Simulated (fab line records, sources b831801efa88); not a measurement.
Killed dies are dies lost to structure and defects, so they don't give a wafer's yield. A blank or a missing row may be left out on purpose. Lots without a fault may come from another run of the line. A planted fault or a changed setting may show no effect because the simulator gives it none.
A struck lot beside a sound one | flow sky130 | 18 steps out of a route of 708
Sound: wafers L787.2, L787.3, L787.6. Struck: wafers L790.2, L790.4, L790.6. The cause comes at the end.
At each step with rows: each side's tool, then ch and its chambers, then its first start. Under that, the readings that differ: sound wafers | struck wafers | difference of the means | sigmas: that difference in standard deviations of wafers without a fault.
alike: readings whose means differ by less than 2 such deviations, and words and numbers that are the same on both sides. not compared: withheld readings, readings that some wafer has no value for, bounds like >300 that may hide the same value, and numbers for which the record gives no deviation and whose values overlap.
The two part at a step that has a row with sigmas, a row that says differs or no value, or rows on one side only. Numbers that don't overlap but have no deviation are shown without sigmas and don't part them. A reading that every wafer of one side lacks parts them only if that side has two wafers or more.

first, 3 steps without rows for these wafers: SKY_SONOS_ONO_WET_ETCH_18 (etches Si3N4 in H3PO4, target depth 15 nm, time 172 s); SKY_GATE_OXIDE_CLEAN_00 (cleans in SC1/SC2, time 150 s); SKY_GATE_OXIDE_OXIDATION_01 (stabilise 600 s, purge 300 s, target thk 10.268 nm).
SKY_GATE_OXIDE_THK_MEAS_02:
  sound on film_metro-01, day 14 12:07; struck on film_metro-04, day 15 07:03
  alike: GATE_OXIDE_OXIDATION_00_THK
then, 7 steps without rows for these wafers: SKY_GATE_OXIDE_DEHYDRATE_03 (time 60 s); SKY_GATE_OXIDE_HMDS_04 (prime time 60 s); SKY_GATE_OXIDE_COAT_05 (resist thk 1140 nm); SKY_GATE_OXIDE_SOFTBAKE_06 (time 60 s); SKY_GATE_OXIDE_EXPOSE_07 (exposes mask LVOM, target cd 600 nm); SKY_GATE_OXIDE_PEB_08; SKY_GATE_OXIDE_DEVELOP_09 (develop time 60 s).
SKY_GATE_OXIDE_OVL_MEAS_10:
  sound on overlay-02, day 15 15:02; struck on overlay-02, day 16 10:55
  alike: GATE_OXIDE_OVL
SKY_GATE_OXIDE_IMPLANT_11:
  sound on implanter-03 ch 0, day 15 15:06; struck on implanter-03 ch 0, day 16 10:58
  reading            | sound                         | struck                           | difference  | sigmas
  dose_ions_cm2      | 2.6029e+12 2.6009e+12 2.6e+12 | 1.8235e+12 1.8299e+12 1.8248e+12 | -7.7520e+11 | -99 or more
  faraday_current_uA | 14.6 14.8 14.5                | 10.3 10.3 10.1                   | -4.4        | -13
then, 1 step without rows for these wafers: SKY_GATE_OXIDE_WET_ETCH_12 (etches SiO2 in dHF, target depth 16.8 nm, time 336 s).
SKY_GATE_OXIDE_STRIP_13: strips in O2/N2.
  sound on plasma_asher-04 ch 0,1, day 15 15:19; struck on plasma_asher-04 ch 0, day 16 11:12
  reading                      | sound             | struck            | difference | sigmas
  strip_time_to_endpoint_s (s) | 14.12 14.11 14.12 | 14.23 14.22 14.20 | +0.10      | +2
  alike: drypump_motor_current_A, oes_product_au
  not compared: rf_hours_counter_h
SKY_GATE_OXIDE_TW_MEAS_14:
  sound on film_metro-01, day 15 15:26; struck on film_metro-03, day 16 11:19
  reading       | sound             | struck            | difference | sigmas
  GATE_OXIDE_TW | 226.2 225.6 225.1 | 200.6 202.1 200.7 | -24.5      | -12
then, 1 step without rows for these wafers: SKY_GATE_OXIDE_CLEAN_15 (cleans in SC1/SC2, time 150 s).
-- the record jumps here: 32 days lie between the struck wafers' starts before and after (it left off in module GATE_OXIDE and takes up again in module PAD_OPEN, whose first step shown is number 708 of the route) --
SKY_PAD_OPEN_PROBE_99:
  sound on prober-01, day 47 04:22; struck on prober-02, day 48 00:23
  reading                                   | sound             | struck            | difference | sigmas
  model.etest.tip_p.rs_ohm_sq               | 6919 6945 6868    | 7229 7196 7283    | +325       |
  model.etest.pfet_01v8.r_on_ohm_um         | 2879 2870 2859    | 3225 3150 3220    | +329       |
  model.etest.nfet_01v8_lvt.drive_ua_um     | 581.9 601.3 593.7 | 612.4 631.8 618.2 | +28.5      |
  model.etest.nfet_01v8.drive_ua_um         | 509 527.1 520.8   | 533.6 550.7 543.3 | +23.6      |
  model.etest.nfet_01v8_swapped.drive_ua_um | 508.2 526.6 524.4 | 531 551.7 548.8   | +24        |
  model.etest.nfet_01v8_turned.drive_ua_um  | 515.8 528.4 522.1 | 531.1 547.5 546   | +19.4      |
  alike: killed_at_M0_to_M3, killed_at_M4_up, killed_at_contacts, killed_at_front_end, killed_at_other, killed_dies, killed_open, killed_short
  not compared: model.etest.sram_nfet_pass.drive_ua_um, model.etest.nfet_01v8.r_on_ohm_um

WHERE THEY PART
First at SKY_GATE_OXIDE_IMPLANT_11; last, within this record, at SKY_GATE_OXIDE_TW_MEAS_14. Later steps at which nothing parts them and some readings are alike: SKY_PAD_OPEN_PROBE_99.

WHY: what the simulator had put in
Process parameter drift: implanter-03, from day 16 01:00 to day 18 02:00, at SKY_GATE_OXIDE_IMPLANT_11. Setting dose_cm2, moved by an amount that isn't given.
